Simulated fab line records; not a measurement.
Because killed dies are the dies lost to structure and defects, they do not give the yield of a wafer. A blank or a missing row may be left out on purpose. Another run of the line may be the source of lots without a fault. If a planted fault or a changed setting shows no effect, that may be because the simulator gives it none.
A struck lot beside a sound one + flow sky130 + 14 steps out of a route of 708
Sound: wafers L586.3, L586.4, L586.5. Wafers L582.3, L582.4, L582.6 were the ones struck. The cause comes at the end.
Per side, at each step with rows, come the tool, then ch with its chambers, and then its first start. Under that, the readings that differ: sound wafers + struck wafers + difference of the means + sigmas: that difference in standard deviations of wafers without a fault.
alike: a reading whose means differ by less than 2 such deviations, as well as words and numbers matching on both sides. not compared: withheld readings; readings where some wafer has no value; bounds like >300 that might hide an equal value; numbers whose values overlap and for which the record gives no deviation.
Wherever a step has rows on one side only, a row that says differs or no value, or a row with sigmas, the two part there. Numbers that have no deviation but don't overlap get no sigmas and don't part them. A reading missing from all wafers of one side parts the sides only when that side holds two or more wafers.

SKY_SONOS_ONO_OVL_MEAS_14:
  sound on overlay-01 at day 19 12:23; struck on overlay-01 at day 18 08:37
  alike: SONOS_ONO_OVL
SKY_SONOS_ONO_ETCH_15: etches the open film in CHF3/O2, target depth 19.52 nm, time 7.8 s.
  sound on rie_diel-03 ch 1,2,3, day 19 12:24; struck on rie_diel-02 ch 0,1,3, day 18 08:38
  alike: bias_w, drypump_motor_current_A, oes_product_au, rf_fwd_power_W, throttle_valve_pct
  not compared: rf_hours_counter_h
then, 1 step without rows for these wafers: SKY_SONOS_ONO_WET_ETCH_16 (etches SiO2 in dHF, target depth 14 nm, time 280 s).
SKY_SONOS_ONO_STRIP_17: strips in O2/N2.
  sound on plasma_asher-04 ch 0,1, day 19 12:33; struck on plasma_asher-04 ch 0,1, day 18 08:47
  alike: drypump_motor_current_A, oes_product_au, strip_time_to_endpoint_s
  not compared: rf_hours_counter_h
then, 3 steps without rows for these wafers: SKY_SONOS_ONO_WET_ETCH_18 (etches Si3N4 in H3PO4, target depth 15 nm, time 172 s); SKY_GATE_OXIDE_CLEAN_00 (cleans in SC1/SC2, time 150 s); SKY_GATE_OXIDE_OXIDATION_01 (stabilise 600 s, purge 300 s, target thk 10.268 nm).
SKY_GATE_OXIDE_THK_MEAS_02:
  sound on film_metro-02 at day 19 15:08; struck on film_metro-04 at day 18 12:07
  alike: GATE_OXIDE_OXIDATION_00_THK
then, 4 steps without rows for these wafers: SKY_GATE_OXIDE_DEHYDRATE_03 (time 60 s); SKY_GATE_OXIDE_HMDS_04 (prime time 60 s); SKY_GATE_OXIDE_COAT_05 (resist thk 1140 nm); SKY_GATE_OXIDE_SOFTBAKE_06 (time 60 s).
SKY_GATE_OXIDE_EXPOSE_07: exposes mask LVOM, target cd 600 nm.
  sound on iline_stepper-01 ch 0, day 20 06:26; struck on iline_stepper-01, day 19 03:01
  no value came back on the struck wafers for exposure_dose_mJ_cm2, focus_offset_nm (nm); on the sound wafers exposure_dose_mJ_cm2 reads 170.12 169.93 170.03
  alike: mask
following that, these wafers have no rows for 1 step: SKY_GATE_OXIDE_PEB_08.

## WHERE THEY PART
Within this record, at SKY_GATE_OXIDE_EXPOSE_07 only.

WHY: what had been put in by the simulator
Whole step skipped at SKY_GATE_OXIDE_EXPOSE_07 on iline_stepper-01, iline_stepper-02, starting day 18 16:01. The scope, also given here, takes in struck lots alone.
